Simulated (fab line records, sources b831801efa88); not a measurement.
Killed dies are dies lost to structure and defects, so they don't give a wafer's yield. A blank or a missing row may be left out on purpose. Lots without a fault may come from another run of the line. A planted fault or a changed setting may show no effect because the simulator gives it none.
Which tool did it? | flow gf180mcu | 7 lots, 21 wafers sampled, at 1 step of a route of 602

WHAT THE GAUGES READ, wafer by wafer
GF_STI_THK_MEAS_24.
lot  | measured    | on            | STI_CVD_23_THK (nm)
L690 | day 2 08:23 | film_metro-04 | 663 667 658
L692 | day 2 18:41 | film_metro-04 | 665 670 662
L694 | day 3 04:51 | film_metro-02 | 658 656 650
L700 | day 4 15:19 | film_metro-02 | 662 660 657
L702 | day 5 00:37 | film_metro-04 | 657 650 641
L704 | day 5 10:26 | film_metro-04 | 650 651 656
L711 | day 6 19:57 | film_metro-02 | 640 637 650

WHICH TOOL RAN EACH LOT (tool, then ch and the chambers of the sampled wafers, then the start)
The record holds no process step before these readings.

THE ANSWER, worked out from the rows above alone
Rule: what is usual is taken from the lots themselves. Put in order of their means at a reading, lots are off if they are a third of the lots or fewer, leave a main group of 4 or more, and stand apart from it by a gap of 3 or more times the standard deviation of the main group's means; of several such gaps the widest counts. A main group whose means are all the same, to the digits that the tables above print for the reading, isn't used. A lot without any number at a reading at which 4 lots or more have one is off too. The other lots that the step has rows for count as sound.
No lot is off at any reading shown: from this, nothing can be told.

WHAT THE SIMULATOR HAD PUT IN
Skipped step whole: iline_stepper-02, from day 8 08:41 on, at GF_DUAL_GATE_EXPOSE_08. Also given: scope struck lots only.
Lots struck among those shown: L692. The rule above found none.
